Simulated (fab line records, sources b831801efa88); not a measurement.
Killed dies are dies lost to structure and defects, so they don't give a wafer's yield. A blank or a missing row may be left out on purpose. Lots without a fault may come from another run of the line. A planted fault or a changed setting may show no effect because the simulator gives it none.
Which tool did it? | flow sfq_line | 14 lots, 42 wafers sampled, at 6 steps of a route of 325

WHAT THE GAUGES READ, wafer by wafer
The record holds no reading of a measuring or inspecting step that can be judged against a usual standard deviation.

WHICH TOOL RAN EACH LOT (tool, then ch and the chambers of the sampled wafers, then the start)
lot  | SFQ_TRILAYER_I0_VIA_BARC_OPEN_VIA_ETCH_046 | SFQ_TRILAYER_I0_VIA_ETCH_VIA_ETCH_034 | SFQ_TRILAYER_M1_LITHO_EXPOSE_040             | SFQ_TRILAYER_I3_DEP_PECVD_081   | SFQ_TRILAYER_JJ_CE_BARC_OPEN_RIE_150 | SFQ_TRILAYER_A5B_DEP_PECVD_129
L252 | rie_diel-01 ch 0,2,3, day 12 13:52         | rie_diel-01 ch 0,2,3, day 12 13:55    | krf_scanner-02 ch 0, day 17 19:10            | pecvd-04 ch 0,2, day 43 00:46   | rie_metal-02 ch 0,1, day 60 13:55    | pecvd-03 ch 0,1, day 60 18:53
L254 | rie_diel-01 ch 0,2,3, day 12 21:04         | rie_diel-01 ch 0,2,3, day 12 21:07    | krf_scanner-02 ch 0, day 18 04:58            | pecvd-01 ch 0,1,2, day 43 13:11 | rie_metal-03 ch 0,1, day 60 22:19    | pecvd-02 ch 0,2, day 61 08:52
L255 | rie_diel-01 ch 0,1, day 13 09:04           | rie_diel-01 ch 0,1, day 13 09:07      | krf_scanner-02 ch 0, day 18 23:23            | pecvd-03 ch 0,1,2, day 44 05:59 | rie_metal-04 ch 0,1, day 61 05:31    | pecvd-02 ch 1,2, day 61 14:50
L256 | rie_diel-01 ch 2,3, day 13 17:28           | rie_diel-01 ch 2,3, day 13 17:31      | krf_scanner-02 ch 0, day 19 08:47            | pecvd-03 ch 0,2, day 45 00:17   | rie_metal-02 ch 0,1, day 62 10:19    | pecvd-01 ch 0,2, day 62 17:34
L263 | rie_diel-01 ch 1,2,3, day 15 17:49         | rie_diel-01 ch 1,2,3, day 15 17:51    | krf_scanner-01, day 22 05:19                 | pecvd-01 ch 0,1,2, day 47 09:53 | rie_metal-03 ch 0,1, day 64 03:20    | pecvd-02 ch 0,1,2, day 68 18:04
L264 | rie_diel-04 ch 2,3, day 16 00:17           | rie_diel-04 ch 2,3, day 16 00:19      | krf_scanner-01, day 22 12:31                 | pecvd-04 ch 0,2, day 47 13:29   | rie_metal-03 ch 0,1, day 64 04:32    | pecvd-03 ch 0,1,2, day 68 19:16
L265 | rie_diel-02 ch 0,1, day 16 09:58           | rie_diel-02 ch 0,1, day 16 10:00      | krf_scanner-01 ch 0, day 22 21:19            | pecvd-04 ch 0,2, day 47 19:29   | rie_metal-02 ch 0,1, day 64 09:22    | pecvd-02 ch 0,1,2, day 69 01:16
L266 | rie_diel-04 ch 1,2,3, day 16 17:18         | rie_diel-04 ch 1,2,3, day 16 17:20    | krf_scanner-02 ch 0, day 48 05:13 or earlier | pecvd-04 ch 1,2, day 48 05:13   | rie_metal-02 ch 0,1, day 64 17:44    | pecvd-03 ch 0,1, day 69 07:16
L267 | rie_diel-04 ch 1,2, day 17 04:55           | rie_diel-04 ch 1,2, day 17 04:58      | krf_scanner-02 ch 0, day 23 21:02            | pecvd-01 ch 0,2, day 48 17:13   | rie_metal-02 ch 0,1, day 64 21:20    | pecvd-03 ch 0,1, day 69 11:33
L269 | rie_diel-01 ch 1,3, day 23 06:59           | rie_diel-01 ch 1,3, day 23 07:01      | krf_scanner-01 ch 0, day 24 00:07            | pecvd-01 ch 0,1,2, day 48 23:13 | rie_metal-03 ch 0,1, day 64 23:44    | pecvd-01 ch 0,1, day 69 16:21
L271 | rie_diel-04 ch 0,1,2, day 24 19:50         | rie_diel-04 ch 0,1,2, day 24 19:52    | krf_scanner-02 ch 0, day 31 08:02            | pecvd-03 ch 0,2, day 50 05:22   | rie_metal-02 ch 0,1, day 65 03:20    | pecvd-02 ch 1,2, day 69 22:28
L272 | rie_diel-01 ch 0,1,2, day 25 18:38         | rie_diel-01 ch 0,1,2, day 25 18:40    | krf_scanner-02 ch 0, day 32 03:26            | pecvd-03 ch 0,1,2, day 50 17:22 | rie_metal-02 ch 0,1, day 65 23:59    | pecvd-02 ch 0,1, day 70 16:17
L274 | rie_diel-01 ch 0,2,3, day 26 06:36         | rie_diel-01 ch 0,2,3, day 26 06:38    | krf_scanner-01 ch 0, day 32 13:33            | pecvd-04 ch 0,1, day 51 00:32   | rie_metal-02 ch 0,1, day 66 07:11    | pecvd-03 ch 0,1,2, day 70 21:05
L275 | rie_diel-04 ch 0,1, day 26 12:36           | rie_diel-04 ch 0,1, day 26 12:38      | krf_scanner-01 ch 0, day 32 18:33            | pecvd-03 ch 0,1,2, day 51 06:34 | rie_metal-03 ch 0,1, day 66 11:59    | pecvd-01 ch 1,2, day 71 01:53
- SFQ_TRILAYER_I0_VIA_BARC_OPEN_VIA_ETCH_046: etches BARC in O2, target depth 125 nm, time 41.7 s.
- SFQ_TRILAYER_I0_VIA_ETCH_VIA_ETCH_034: etches SiO2 in CHF3, stops on Nb, target depth 260 nm.
- SFQ_TRILAYER_M1_LITHO_EXPOSE_040: exposes mask M1, target cd 500 nm.
- SFQ_TRILAYER_I3_DEP_PECVD_081: deposits SiO2 from SiH4/N2O, time 111.11 s, target thk 500 nm.
- SFQ_TRILAYER_JJ_CE_BARC_OPEN_RIE_150: chemistry O2, target BARC, target depth 240 nm, time 80 s.
- SFQ_TRILAYER_A5B_DEP_PECVD_129: deposits SiO2 from SiH4/N2O, time 133.33 s, target thk 600 nm.

WHAT THE TOOLS THEMSELVES READ (means of the sampled wafers that have a number; where no wafer has one, the mark that the record gives instead)
SFQ_TRILAYER_I0_VIA_BARC_OPEN_VIA_ETCH_046.
lot  | tool        | bias_w (W) | chamber_pressure_mTorr (mTorr) | drypump_motor_current_A (A) | oes_product_au (a.u.)
L252 | rie_diel-01 | 80.00      | 30.08                          | 5.7                         | 0.679
L254 | rie_diel-01 | 80.12      | 30.00                          | 5.7                         | 0.688
L255 | rie_diel-01 | 80.00      | 29.98                          | 5.8                         | 0.686
L256 | rie_diel-01 | 80.25      | 30.00                          | 5.5                         | 0.687
L263 | rie_diel-01 | -          | -                              | -                           | -
L264 | rie_diel-04 | -          | -                              | -                           | -
L265 | rie_diel-02 | 79.95      | 30.00                          | 5.4                         | 0.680
L266 | rie_diel-04 | 80.16      | 29.98                          | 5.7                         | 0.680
L267 | rie_diel-04 | 79.81      | 30.00                          | 5.7                         | 0.687
L269 | rie_diel-01 | 80.04      | 30.02                          | 5.4                         | 0.683
L271 | rie_diel-04 | 80.01      | 29.99                          | 5.6                         | 0.685
L272 | rie_diel-01 | 79.94      | 29.95                          | 5.9                         | 0.684
L274 | rie_diel-01 | 80.01      | 30.00                          | 5.7                         | 0.684
L275 | rie_diel-04 | 80.10      | 29.99                          | 5.5                         | 0.684

SFQ_TRILAYER_I0_VIA_ETCH_VIA_ETCH_034.
lot  | tool        | bias_w (W) | chamber_pressure_mTorr (mTorr) | drypump_motor_current_A (A) | oes_product_au (a.u.)
L252 | rie_diel-01 | 80.35      | 29.995                         | 5.7                         | 0.858
L254 | rie_diel-01 | 79.98      | 29.985                         | 5.7                         | 0.861
L255 | rie_diel-01 | 80.04      | 30.024                         | 5.9                         | 0.858
L256 | rie_diel-01 | 79.92      | 30.010                         | 5.5                         | 0.855
L263 | rie_diel-01 | 80.01      | 30.007                         | 5.7                         | 0.378
L264 | rie_diel-04 | 80.12      | 29.968                         | 5.5                         | 0.374
L265 | rie_diel-02 | 80.11      | 30.012                         | 5.4                         | 0.858
L266 | rie_diel-04 | 79.91      | 29.990                         | 5.7                         | 0.858
L267 | rie_diel-04 | 79.73      | 30.022                         | 5.7                         | 0.860
L269 | rie_diel-01 | 80.10      | 30.030                         | 5.4                         | 0.860
L271 | rie_diel-04 | 80.09      | 29.974                         | 5.6                         | 0.857
L272 | rie_diel-01 | 80.00      | 29.992                         | 5.9                         | 0.855
L274 | rie_diel-01 | 80.09      | 29.975                         | 5.7                         | 0.856
L275 | rie_diel-04 | 79.87      | 30.006                         | 5.6                         | 0.860

SFQ_TRILAYER_M1_LITHO_EXPOSE_040.
lot  | tool           | exposure_dose_mJ_cm2 | focus_offset_nm (nm)
L252 | krf_scanner-02 | 14.401               | -0.3
L254 | krf_scanner-02 | 14.412               | 0.1
L255 | krf_scanner-02 | 14.410               | 0.3
L256 | krf_scanner-02 | 14.385               | 0.2
L263 | krf_scanner-01 | -                    | -
L264 | krf_scanner-01 | -                    | -
L265 | krf_scanner-01 | 14.410               | -0.7
L266 | krf_scanner-02 | 14.412               | -0.4
L267 | krf_scanner-02 | 14.396               | -0.5
L269 | krf_scanner-01 | 14.401               | -0.1
L271 | krf_scanner-02 | 14.405               | -0.2
L272 | krf_scanner-02 | 14.427               | -0.2
L274 | krf_scanner-01 | 14.424               | 0.0
L275 | krf_scanner-01 | 14.390               | -0.3

SFQ_TRILAYER_I3_DEP_PECVD_081.
lot  | tool     | chamber_pressure_Torr (Torr) | heater_power_w (W) | throttle_valve_pct (%)
L252 | pecvd-04 | 2.402                        | 85                 | 25.2
L254 | pecvd-01 | 2.405                        | 83                 | 27.0
L255 | pecvd-03 | 2.398                        | 101                | 24.3
L256 | pecvd-03 | 2.400                        | 101                | 24.5
L263 | pecvd-01 | 2.397                        | 74                 | 27.0
L264 | pecvd-04 | 2.400                        | 71                 | 25.9
L265 | pecvd-04 | 2.401                        | 86                 | 25.4
L266 | pecvd-04 | 2.401                        | 81                 | 25.8
L267 | pecvd-01 | 2.399                        | 72                 | 28.3
L269 | pecvd-01 | 2.399                        | 76                 | 26.8
L271 | pecvd-03 | 2.405                        | 96                 | 24.2
L272 | pecvd-03 | 2.401                        | 100                | 24.6
L274 | pecvd-04 | 2.396                        | 90                 | 25.6
L275 | pecvd-03 | 2.401                        | 107                | 24.7

SFQ_TRILAYER_JJ_CE_BARC_OPEN_RIE_150.
lot  | tool         | drypump_motor_current_A (A) | oes_product_au (a.u.)
L252 | rie_metal-02 | 5.67                        | 0.535
L254 | rie_metal-03 | 5.94                        | 0.542
L255 | rie_metal-04 | 5.54                        | 0.539
L256 | rie_metal-02 | 5.73                        | 0.538
L263 | rie_metal-03 | 5.92                        | 0.541
L264 | rie_metal-03 | 5.96                        | 0.534
L265 | rie_metal-02 | 5.72                        | 0.538
L266 | rie_metal-02 | 5.72                        | 0.536
L267 | rie_metal-02 | 5.66                        | 0.536
L269 | rie_metal-03 | 5.94                        | 0.539
L271 | rie_metal-02 | 5.71                        | 0.538
L272 | rie_metal-02 | 5.71                        | 0.537
L274 | rie_metal-02 | 5.67                        | 0.541
L275 | rie_metal-03 | 5.95                        | 0.539

SFQ_TRILAYER_A5B_DEP_PECVD_129.
lot  | tool     | chamber_pressure_Torr (Torr) | heater_power_w (W) | throttle_valve_pct (%)
L252 | pecvd-03 | 2.400                        | 113                | 25.2
L254 | pecvd-02 | 2.404                        | 88                 | 24.9
L255 | pecvd-02 | 2.398                        | 94                 | 24.0
L256 | pecvd-01 | 2.405                        | 73                 | 23.3
L263 | pecvd-02 | 2.397                        | 85                 | 25.3
L264 | pecvd-03 | 2.395                        | 109                | 25.5
L265 | pecvd-02 | 2.401                        | 90                 | 25.3
L266 | pecvd-03 | 2.396                        | 116                | 25.8
L267 | pecvd-03 | 2.403                        | 113                | 25.7
L269 | pecvd-01 | 2.405                        | 73                 | 23.8
L271 | pecvd-02 | 2.402                        | 90                 | 24.4
L272 | pecvd-02 | 2.400                        | 90                 | 26.1
L274 | pecvd-03 | 2.399                        | 111                | 25.4
L275 | pecvd-01 | 2.401                        | 75                 | 24.3

THE ANSWER, worked out from the rows above alone
Rule: what is usual is taken from the lots themselves. Put in order of their means at a reading, lots are off if they are a third of the lots or fewer, leave a main group of 4 or more, and stand apart from it by a gap of 3 or more times the standard deviation of the main group's means; of several such gaps the widest counts. A main group whose means are all the same, to the digits that the tables above print for the reading, isn't used. A lot without any number at a reading at which 4 lots or more have one is off too. The other lots that the step has rows for count as sound. The gauges are gone through in route order, then the tools' own readings, and for those a lot's mean is taken as printed above. The first step at which some lot is off is used, and at that step the reading that is off furthest; a lot without a number counts as furthest.
Off: L263, L264, at SFQ_TRILAYER_I0_VIA_BARC_OPEN_VIA_ETCH_046 (bias_w). Without a number there: L263, L264. The main group: mean 80.03 W, standard deviation 0.11.
A tool fits if, at that step or a process step before it, it ran every lot that is off, and no sound lot after the first of them. None of those tried fits.

WHAT THE SIMULATOR HAD PUT IN
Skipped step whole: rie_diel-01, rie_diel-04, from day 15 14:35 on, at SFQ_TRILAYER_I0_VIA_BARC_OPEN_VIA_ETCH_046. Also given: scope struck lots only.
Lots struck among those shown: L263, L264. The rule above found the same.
